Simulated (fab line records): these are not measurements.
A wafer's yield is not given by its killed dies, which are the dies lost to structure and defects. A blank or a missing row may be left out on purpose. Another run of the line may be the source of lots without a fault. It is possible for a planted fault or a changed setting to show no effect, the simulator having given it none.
Check for tools in common :: flow gf180mcu :: Lots sampled 14, wafers sampled 42

## WHY IT WAS OPENED
On 2 of the 14 lots, a flag is raised at GF_V2_CD_MEAS_14 on the reading cdNm. No-fault wafers: 260.5 nm, standard deviation 1.2.
Rule: flag the lot when none of its wafers has a number, or when each of its wafers that has one lies beyond 4 standard deviations from that mean. The rest of the lots are taken to be sound.

lot: L147
measured: day 20 10:29
on: cdSem-02
cdNm (nm), wafer by wafer: 259.4 259.4 260.4
flag: 

lot: L150
measured: day 21 19:38
on: cdSem-01
cdNm (nm), wafer by wafer: 258.7 259.3 259.9
flag: 

lot: L151
measured: day 22 03:16
on: cdSem-02
cdNm (nm), wafer by wafer: 263.1 260.8 260.2
flag: 

lot: L152
measured: day 22 16:59
on: cdSem-01
cdNm (nm), wafer by wafer: 260.8 261.2 260.9
flag: 

lot: L153
measured: day 22 19:11
on: cdSem-01
cdNm (nm), wafer by wafer: 259.6 261.4 260.1
flag: 

lot: L154
measured: day 23 11:11
on: cdSem-02
cdNm (nm), wafer by wafer: 261.4 260.6 262.3
flag: 

lot: L155
measured: day 23 17:50
on: cdSem-02
cdNm (nm), wafer by wafer: 261.5 261.3 261.6
flag: 

lot: L156
measured: day 23 23:20
on: cdSem-01
cdNm (nm), wafer by wafer: 257.4 257.8 258.7
flag: 

lot: L160
measured: day 25 03:26
on: cdSem-01
cdNm (nm), wafer by wafer: 260.6 260.6 260.3
flag: 

lot: L161
measured: day 25 17:19
on: cdSem-01
cdNm (nm), wafer by wafer: 258.0 259.9 259.6
flag: 

lot: L164
measured: day 26 09:10
on: cdSem-02
cdNm (nm), wafer by wafer: 292.8 291.0 291.5
flag: FLAGGED

lot: L165
measured: day 26 21:08
on: cdSem-02
cdNm (nm), wafer by wafer: 292.3 293.0 292.5
flag: FLAGGED

lot: L166
measured: day 27 08:06
on: cdSem-02
cdNm (nm), wafer by wafer: 260.4 259.7 260.3
flag: 

lot: L167
measured: day 27 09:21
on: cdSem-01
cdNm (nm), wafer by wafer: 258.5 257.9 258.0
flag: 
Average over the flagged lots: 292.2 nm; offset from the usual +31.7 nm, equal to +26 standard deviations.

## EACH LOT AND THE TOOL IT RAN ON
The record holds 1 process step before the reading, out of a route of 602 steps. Each cell gives the tool, then ch followed by the chambers the sampled wafers passed through, then the start.
lot: L147
flag: 
GF_V2_SOFTBAKE_10: lithoTrack-01 ch 0, day 19 21:00

lot: L150
flag: 
GF_V2_SOFTBAKE_10: lithoTrack-03 ch 0, day 21 07:00

lot: L151
flag: 
GF_V2_SOFTBAKE_10: lithoTrack-01 ch 0, day 21 16:00

lot: L152
flag: 
GF_V2_SOFTBAKE_10: lithoTrack-01 ch 0, day 22 04:00

lot: L153
flag: 
GF_V2_SOFTBAKE_10: lithoTrack-03 ch 0, day 22 07:00

lot: L154
flag: 
GF_V2_SOFTBAKE_10: lithoTrack-03 ch 0, day 22 22:00

lot: L155
flag: 
GF_V2_SOFTBAKE_10: lithoTrack-01 ch 0, day 23 05:00

lot: L156
flag: 
GF_V2_SOFTBAKE_10: lithoTrack-02 ch 0, day 23 12:00

lot: L160
flag: 
GF_V2_SOFTBAKE_10: lithoTrack-01 ch 0, day 24 16:00

lot: L161
flag: 
GF_V2_SOFTBAKE_10: lithoTrack-03 ch 0, day 25 06:00

lot: L164
flag: FLAGGED
GF_V2_SOFTBAKE_10: lithoTrack-01 ch 0, day 25 23:00

lot: L165
flag: FLAGGED
GF_V2_SOFTBAKE_10: lithoTrack-01 ch 0, day 26 10:00

lot: L166
flag: 
GF_V2_SOFTBAKE_10: lithoTrack-02 ch 0, day 26 22:00

lot: L167
flag: 
GF_V2_SOFTBAKE_10: lithoTrack-02 ch 0, day 26 23:00
What is done by these steps:
- GF_V2_SOFTBAKE_10: time 60 s.
- GF_V2_CD_MEAS_14: target cd 260 nm.

## FLAGGED AGAINST TOTAL, ONE TOOL AT A TIME (gauges that did the reading follow at the end)
step: GF_V2_SOFTBAKE_10
tool: lithoTrack-01
lots run: 7
flagged: 2
share of the flagged lots: all
sound lots run after its first flagged lot: 0

step: GF_V2_SOFTBAKE_10
tool: lithoTrack-02
lots run: 3
flagged: 0
share of the flagged lots: none
sound lots run after its first flagged lot: -

step: GF_V2_SOFTBAKE_10
tool: lithoTrack-03
lots run: 4
flagged: 0
share of the flagged lots: none
sound lots run after its first flagged lot: -

step: GF_V2_CD_MEAS_14
tool: cdSem-01
lots run: 7
flagged: 0
share of the flagged lots: none
sound lots run after its first flagged lot: -

step: GF_V2_CD_MEAS_14
tool: cdSem-02
lots run: 7
flagged: 2
share of the flagged lots: all
sound lots run after its first flagged lot: 1 (L166)

## WHAT THE TABLE PERMITS
Every flagged lot went through 2 rows of the table: lithoTrack-01 at GF_V2_SOFTBAKE_10 and cdSem-02 at GF_V2_CD_MEAS_14.
- lithoTrack-01 at GF_V2_SOFTBAKE_10: 2 of its 7 lots flagged. Last sound lot L160 at day 24 16:00, first flagged lot L164 at day 25 23:00; a fault beginning in between fits. Its own readings lie more than 4 standard deviations out on every wafer of the flagged lots: heaterPowerTotalW, plateTempC.
- cdSem-02 at GF_V2_CD_MEAS_14: 2 of its 7 lots flagged. Lots that were sound ran on it after the first flagged one (L166); a persistent fault on the entire tool would not allow that.
lithoTrack-01 at GF_V2_SOFTBAKE_10 is the single tool remaining.

## WHAT THE SIMULATOR HAD PUT IN
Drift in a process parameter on lithoTrack-01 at GF_V2_SOFTBAKE_10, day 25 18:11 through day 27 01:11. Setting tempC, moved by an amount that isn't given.
Shown lots that were struck: L164, L165. The rule above reached the same finding.
